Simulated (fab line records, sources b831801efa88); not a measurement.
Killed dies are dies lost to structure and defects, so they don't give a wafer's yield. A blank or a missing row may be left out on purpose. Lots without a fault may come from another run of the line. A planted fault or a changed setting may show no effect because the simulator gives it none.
fab line records | flow sfq_line
record lots=7 wafers=19 last_day=77
route steps=325 shown M3@129 I3@133
lots that met no fault: from a run of the same line without faults
start_h: hours from the record's first day to the start of the lot's first wafer shown | wait_h: hours since the lot's step before | " the same as in the row above | L1.1+2: a row that stands for several wafers | - no value, or no start given | * or withheld: withheld | < > ~ a bound
route shown NAME@n: a module of which the file shows steps, and the number in the route of the first | usual: mean/standard deviation of fault-free wafers | same: alike in all rows | chamber/n: place in a boat | sites: the reading at each site | _std_site: their standard deviation | _edge_site: outer sites' mean less inner sites' | radius_mm: how far each site lies from the wafer's centre | mask NAME#n: copy n | behind: the tool/chamber that last shaped the wafer | hold: why the lot was held/for how many hours/how that ended | device: the transistor (n, p or np) that didn't switch | end of line: the same wafers' tests at the end of the route | a step without rows: its recipe alone | killed: dies lost to structure and defects at the first sort, not the wafer's yield | map: a wafer's dies, x killed, . not, _ none there
set.NAME: the setting as run; set.NAME@STEP: as run at that earlier step | model.NAME: the simulator's own value behind a step, which no gauge read
lots at some steps of the route; a table a step, a row a wafer
services: from which hour (start_h, from the record's first day; less than 0 if before it) a tool's chamber was out of use, for how many hours, and why
## steps
# step SFQ_TRILAYER_M3_BARC_OPEN_METAL_ETCH_100
# recipe mask_material=PR chemistry=O2 target_depth_nm=125 target=BARC icp_w=600 bias_w=80 pressure_mtorr=10 time_s=41.7
# usual bias_w=80.03/0.21 drypump_motor_current_A=5.6/0.4 oes_product_au=0.685/0.0045
# columns lot.wafer tool chamber start_h wait_h bias_w drypump_motor_current_A oes_product_au rf_hours_counter_h
L191.1 rie_metal-04 0 651.74 0.0 79.89 6.0 0.675 23
L191.4 " 0 " " 80.32 6.0 0.692 -
L191.6 " 0 " " 80.10 6.0 0.691 -
L192.1 rie_metal-03 1 658.94 0.0 80.31 5.3 0.681 20
L192.3 " 1 " " 80.18 5.3 0.685 -
L192.5 " 1 " " 80.23 5.3 0.688 -
L201.1 rie_metal-04 0 724.59 0.0 79.89 6.0 0.677 36
L201.2 " 1 " " 80.32 5.8 0.686 18
L201.4 " 0 " " 80.06 6.0 0.688 -
L206.2 rie_metal-02 1 754.14 0.0 80.28 5.6 0.685 110
L206.3 " 1 " " 79.90 5.6 0.683 -
L206.6 " 1 " " 80.21 5.6 0.689 -
L210.3 rie_metal-03 1 782.96 0.0 80.02 5.3 0.683 -
L210.6 " 1 " " 79.81 5.3 0.683 -
L212.2 rie_metal-02 0 791.34 0.0 79.74 6.3 0.683 98
L212.3 " 0 " " 79.90 6.3 0.689 -
L212.6 " 1 " " 80.14 5.6 0.690 -
L213.2 rie_metal-04 1 797.34 0.0 79.71 5.8 0.691 31
L213.3 " 1 " " 80.04 5.8 0.681 -
# step SFQ_TRILAYER_M3_ETCH_METAL_ETCH_078
# recipe target=Nb stop_on=SiO2 mask_material=PR chemistry=Cl2/Ar target_depth_nm=240 icp_w=600 bias_w=80 pressure_mtorr=10 time_s=120
# step SFQ_TRILAYER_M3_STRIP_STRIP_079
# recipe gas=O2 power_w=200 platen_temp_c=40 overash_fraction=0.65 chemistry=O2 pressure_mtorr=50
# usual drypump_motor_current_A=5.6/0.4 oes_product_au=1.010/0.011
# columns lot.wafer tool chamber start_h wait_h drypump_motor_current_A oes_product_au rf_hours_counter_h
L191.1 rie_metal-04 0 651.92 0.1 6.0 0.993 23
L191.4 " 0 " " 6.0 1.001 -
L191.6 " 0 " " 6.0 0.995 -
L192.1 rie_metal-03 1 659.12 0.1 5.3 1.010 20
L192.3 " 1 " " 5.3 1.004 -
L192.5 " 1 " " 5.3 1.006 -
L201.1 rie_metal-04 0 724.77 0.1 6.0 0.991 37
L201.2 " 1 " " 5.8 1.016 18
L201.4 " 0 " " 6.0 0.994 -
L206.2 rie_metal-02 1 754.32 0.1 5.6 1.000 110
L206.3 " 1 " " 5.6 1.001 -
L206.6 " 1 " " 5.6 0.998 -
L210.3 rie_metal-03 1 783.32 0.2 5.3 1.018 -
L210.6 " 1 " " 5.3 1.008 -
L212.2 rie_metal-02 0 791.58 0.1 6.3 1.009 98
L212.3 " 0 " " 6.4 1.006 -
L212.6 " 1 " " 5.6 1.006 -
L213.2 rie_metal-04 1 797.52 0.1 5.8 1.019 32
L213.3 " 1 " " 5.8 1.030 -
# step SFQ_TRILAYER_M3_STRIP_SOLV_CLEAN_080
# recipe chemistry=NMP temp_c=70 time_s=600
# step SFQ_TRILAYER_I3_DEP_PECVD_081
# recipe material=SiO2 temp_c=150 time_s=111.11 pressure_torr=2.4 rf_w=183.3 precursor=SiH4/N2O target_thk_nm=500
# usual heater_power_w=79/15 throttle_valve_pct=24.7/1.1
# columns lot.wafer tool chamber start_h wait_h heater_power_w throttle_valve_pct
L191.1 pecvd-01 1 652.70 0.0 83 26.4
L191.4 " 2 " " 85 24.2
L191.6 " 1 " " 87 26.6
L192.1 pecvd-02 1 659.91 0.0 57 24.6
L192.3 " 0 " " 71 23.8
L192.5 " 2 " " 107 22.9
L201.1 pecvd-02 0 725.55 0.0 74 23.7
L201.2 " 1 " " 47 24.8
L201.4 " 1 " " 51 24.4
L206.2 pecvd-02 1 755.10 0.0 50 24.6
L206.3 " 2 " " 101 23.4
L206.6 " 2 " " 105 23.6
L210.3 pecvd-02 0 783.90 0.0 62 24.2
L210.6 " 0 " " 67 24.0
L212.2 pecvd-03 2 792.56 0.0 82 24.5
L212.3 " 0 " " 94 25.3
L212.6 " 1 " " 73 23.9
L213.2 pecvd-02 1 798.30 0.0 57 24.7
L213.3 " 2 " " 100 23.3
# step SFQ_TRILAYER_I3_CMP_CMP_082
# recipe material=SiO2 down_force_psi=3 platen_rpm=60 pad_velocity_m_s=0.94248
# usual motor_current_A=10.0/0.85 time_to_endpoint_s=215/9.4
# columns lot.wafer tool chamber start_h wait_h motor_current_A time_to_endpoint_s
L191.1 cmp-02 0 667.90 15.2 9.6 218
L191.4 " 1 " " 9.0 219
L191.6 " 3 669.40 16.6 11.5 212
L192.3 cmp-02 0 674.40 14.5 9.8 217
L192.1 " 1 " " 9.0 210
L192.5 " 3 675.90 15.9 11.3 217
L201.2 cmp-02 1 751.40 25.8 9.1 207
L201.1 " 2 " " 10.3 210
L201.4 " 0 752.90 27.3 9.8 215
L206.2 cmp-01 3 787.23 32.1 9.1 200
L206.3 " 1 788.23 33.1 9.9 207
L206.6 " 2 " " 9.9 223
L210.3 cmp-01 1 829.90 46.0 8.9 196
L210.6 " 3 830.90 46.9 9.4 196
L212.2 cmp-02 0 836.34 43.7 9.8 216
L212.3 " 1 " " 9.2 204
L212.6 " 1 838.84 46.2 9.0 221
L213.2 cmp-02 2 839.34 41.0 10.4 221
L213.3 " 1 840.84 42.5 8.3 206
# step SFQ_I3_BOW_MEAS_922
# recipe mode=bow
# usual I3_BOW=2/9.1
# columns lot.wafer tool chamber start_h wait_h I3_BOW[um]
L191.1 film_metro-04 - 670.40 2.0 -22
L191.4 " - " " 2
L191.6 " - " " -1
L192.1 film_metro-03 - 676.40 1.0 15
L192.3 " - " " 15
L192.5 " - " " 9
L201.1 film_metro-03 - 754.40 2.0 -8
L201.2 " - " " -10
L201.4 " - " " -1
L206.2 film_metro-02 - 789.75 2.0 2
L206.3 " - " " -8
L206.6 " - " " -10
L210.3 film_metro-03 - 831.94 1.5 12
L210.6 " - " " 11
L212.2 film_metro-03 - 839.36 2.5 12
L212.3 " - " " 13
L212.6 " - " " 6
L213.2 film_metro-03 - 842.36 2.5 -11
L213.3 " - " " 12
# step SFQ_TRILAYER_I3_METRO_MEASURE_083
# usual thk_nm=200.3/1.3
# columns lot.wafer tool chamber start_h wait_h thk_nm
L191.1 film_metro-04 - 670.52 0.1 201.5
L191.4 " - " " 199.7
L191.6 " - " " 201.0
L192.1 film_metro-03 - 676.52 0.1 199.1
L192.3 " - " " 202.0
L192.5 " - " " 200.6
L201.1 film_metro-03 - 754.52 0.1 200.8
L201.2 " - " " 200.0
L201.4 " - " " 199.8
L206.2 film_metro-02 - 790.05 0.3 199.9
L206.3 " - " " 198.4
L206.6 " - " " 201.5
L210.3 film_metro-03 - 832.42 0.5 198.8
L210.6 " - " " 199.8
L212.2 film_metro-03 - 839.66 0.3 199.8
L212.3 " - " " 198.9
L212.6 " - " " 198.6
L213.2 film_metro-03 - 842.66 0.3 201.7
L213.3 " - " " 198.6
# step SFQ_TRILAYER_I3_VIA_LITHO_COAT_090
# recipe resist=BARC spin_rpm=3000 resist_thk_nm=62
# step SFQ_TRILAYER_I3_VIA_LITHO_COAT_085
# recipe resist=KrF spin_rpm=3000 resist_thk_nm=650
# step SFQ_TRILAYER_I3_VIA_LITHO_SOFTBAKE_089
# recipe temp_c=withheld time_s=withheld resist=KrF
# step SFQ_TRILAYER_I3_VIA_LITHO_EXPOSE_086
# recipe mask_id=I3 na=0.6 source_shape=conventional sigma_outer=0.65 target_cd_nm=500 dose_mj=21.3
# step SFQ_TRILAYER_I3_VIA_LITHO_PEB_088
# recipe peb_temp_c=115 peb_time_s=60 resist=KrF
# usual heater_power_total_W=79.15/0.071
# columns lot.wafer tool chamber start_h wait_h heater_power_total_W
L191.1 litho_track-04 0 744.20 1.0 79.08
L191.4 " 0 " " 79.21
L191.6 " 0 " " 79.11
L192.1 litho_track-04 0 749.00 1.0 79.20
L192.3 " 0 " " 79.21
L192.5 " 0 " " 79.20
L201.1 litho_track-03 0 805.40 1.0 79.16
L201.2 " 0 " " 79.21
L201.4 " 0 " " 79.21
L206.2 litho_track-02 0 836.98 0.8 79.12
L206.3 " 0 " " 79.12
L206.6 " 0 " " 79.14
L210.3 litho_track-04 0 870.77 0.7 79.16
L210.6 " 0 " " 79.04
L212.2 litho_track-04 0 880.34 0.8 79.12
L212.3 " 0 " " 79.23
L212.6 " 0 " " 79.17
L213.2 litho_track-04 0 882.74 0.8 79.21
L213.3 " 0 " " 79.29
# step SFQ_TRILAYER_I3_VIA_LITHO_DEVELOP_087
# recipe time_s=60 resist=KrF
# step SFQ_I3_OVL_MEAS_923
# usual I3_OVL=-4/5
# columns lot.wafer tool chamber start_h wait_h I3_OVL[nm]
L191.1 overlay-02 - 744.50 0.1 -10
L191.4 " - " " -3
L191.6 " - " " -10
L192.1 overlay-02 - 749.30 0.1 -9
L192.3 " - " " -7
L192.5 " - " " -5
L201.1 overlay-02 - 805.70 0.1 -9
L201.2 " - " " -5
L201.4 " - " " -8
L206.2 overlay-02 - 837.26 0.1 -8
L206.3 " - " " -6
L206.6 " - " " -5
L210.3 overlay-02 - 871.03 0.1 -4
L210.6 " - " " -7
L212.2 overlay-01 - 880.62 0.1 -12
L212.3 " - " " -11
L212.6 " - " " -12
L213.2 overlay-01 - 883.02 0.1 -1
L213.3 " - " " 1
# step SFQ_TRILAYER_I3_VIA_BARC_OPEN_VIA_ETCH_121
# recipe mask_material=PR chemistry=O2 target_depth_nm=125 target=BARC source_w=500 bias_w=80 pressure_mtorr=30 time_s=41.7
# usual bias_w=80.02/0.25 drypump_motor_current_A=5.84/0.28 oes_product_au=0.685/0.0051
# columns lot.wafer tool chamber start_h wait_h bias_w drypump_motor_current_A oes_product_au rf_hours_counter_h model.I3.cd_nm
L191.1 rie_diel-03 2 744.54 0.0 79.99 5.91 0.692 7 497.1
L191.4 " 3 " " 80.07 5.23 0.692 - 499.1
L191.6 " 0 " " 79.96 6.01 0.684 - 499.2
L192.1 rie_diel-02 2 749.34 0.0 80.10 6.13 0.683 8 499.6
L192.3 " 3 " " 79.66 5.81 0.691 8 503.1
L192.5 " 0 " " 79.77 6.00 0.677 - 499.4
L201.1 rie_diel-03 3 805.74 0.0 80.27 5.25 0.687 6 498.3
L201.2 " 1 " " 79.89 6.08 0.688 1 500.1
L201.4 " 2 " " 80.05 5.92 0.685 8 499
L206.2 rie_diel-04 2 837.29 0.0 79.98 5.85 0.690 19 498.7
L206.3 " 3 " " 79.96 5.81 0.684 6 499.8
L206.6 " 3 " " 79.85 5.84 0.686 - 499
L210.3 rie_diel-04 3 871.05 0.0 79.90 5.83 0.674 7 528.2
L210.6 " 3 " " 79.67 5.82 0.690 - 498.1
L212.2 rie_diel-03 0 880.65 0.0 80.12 6.00 0.673 9 500.4
L212.3 " 3 " " 80.23 5.24 0.679 8 527
L212.6 " 3 " " 79.69 5.24 0.684 - 498.1
L213.2 rie_diel-02 2 883.05 0.0 79.87 6.15 0.695 11 499.3
L213.3 " 0 " " 79.77 6.01 0.692 1 529.1
# step SFQ_TRILAYER_I3_VIA_ETCH_VIA_ETCH_088
# recipe target=SiO2 stop_on=Nb mask_material=PR taper_deg=20 chemistry=CHF3 target_depth_nm=260 source_w=500 bias_w=80 pressure_mtorr=30 time_s=withheld
# usual bias_w=80.03/0.25 drypump_motor_current_A=5.84/0.28 oes_product_au=0.855/0.0053
# columns lot.wafer tool chamber start_h wait_h bias_w drypump_motor_current_A oes_product_au model.I3.cd_nm
L191.1 rie_diel-03 2 744.58 0.0 80.00 5.89 0.857 503.1
L191.4 " 3 " " 79.91 5.24 0.851 496.7
L191.6 " 0 " " 79.58 5.99 0.858 498.7
L192.1 rie_diel-02 2 749.38 0.0 80.26 6.17 0.852 497.8
L192.3 " 3 " " 79.86 5.80 0.859 504.7
L192.5 " 0 " " 80.18 5.99 0.858 501.9
L201.1 rie_diel-03 3 805.78 0.0 80.27 5.22 0.855 493.7
L201.2 " 1 " " 80.27 6.10 0.854 500.2
L201.4 " 2 " " 79.83 5.93 0.856 502.1
L206.2 rie_diel-04 2 837.33 0.0 80.20 5.86 0.856 496.5
L206.3 " 3 " " 80.18 5.81 0.853 502.7
L206.6 " 3 " " 80.25 5.80 0.848 501.8
L210.3 rie_diel-04 3 871.09 0.0 80.26 5.83 0.855 529.9
L210.6 " 3 " " 80.15 5.83 0.860 499.8
L212.2 rie_diel-03 0 880.69 0.0 79.98 5.97 0.855 502.9
L212.3 " 3 " " 79.84 5.24 0.852 525
L212.6 " 3 " " 79.68 5.23 0.845 495.9
L213.2 rie_diel-02 2 883.09 0.0 79.95 6.14 0.858 497.4
L213.3 " 0 " " 80.09 5.99 0.856 527.5
# step SFQ_TRILAYER_I3_VIA_STRIP_STRIP_089
# recipe gas=O2 power_w=200 platen_temp_c=40 overash_fraction=0.65 chemistry=O2 pressure_mtorr=50
## services
# columns tool chamber start_h hours kind
cmp-02 - 629.05 4.4 repair
rie_metal-03 - 634.14 0.8 repair
rie_metal-04 0 647.77 1.8 repair
rie_diel-02 0 660.54 5.4 repair
rie_diel-04 0 672.18 18.7 repair
rie_diel-03 - 678.38 0.4 repair
film_metro-03 - 696.65 0.5 pm
cmp-02 - 714.28 0.7 repair
pecvd-02 2 724.38 23.2 repair
rie_diel-02 1 725.98 27.8 repair
rie_diel-03 0 734.08 5.2 repair
rie_metal-04 0 744.87 3.7 repair
pecvd-02 - 759.76 6.0 pm
rie_metal-03 - 761.45 0.2 repair
cmp-02 - 775.40 3.7 pm
rie_diel-02 3 790.22 8.7 repair
film_metro-03 - 797.91 0.1 pm
cmp-02 - 809.15 6.2 pm
pecvd-02 - 817.98 0.6 repair
rie_diel-04 0 820.00 5.7 repair
pecvd-02 - 840.80 1.2 repair
film_metro-03 - 858.37 3.0 pm
rie_diel-02 3 870.64 3.0 repair
rie_diel-02 1 872.28 5.8 repair
## key
first_sign none at tools or gauges
model_effect step=SFQ_TRILAYER_I3_VIA_BARC_OPEN_VIA_ETCH_121 value=I3.cd_nm without=499.8 struck=528.1
model_effect step=SFQ_TRILAYER_I3_VIA_ETCH_VIA_ETCH_088 value=I3.cd_nm without=499.2 struck=527.5
met_at SFQ_TRILAYER_I3_VIA_LITHO_PEB_088
struck_wafers L210.3,L212.3,L213.3
onset_between 749.00 870.77
fault kind=process_parameter_drift tool=litho_track-04 chamber=- onset_h=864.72 steps=SFQ_TRILAYER_I3_VIA_LITHO_PEB_088 channel=peb_time_s offset=* shape=step end_h=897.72 scope=struck_wafers_only acts_in=* stated=*
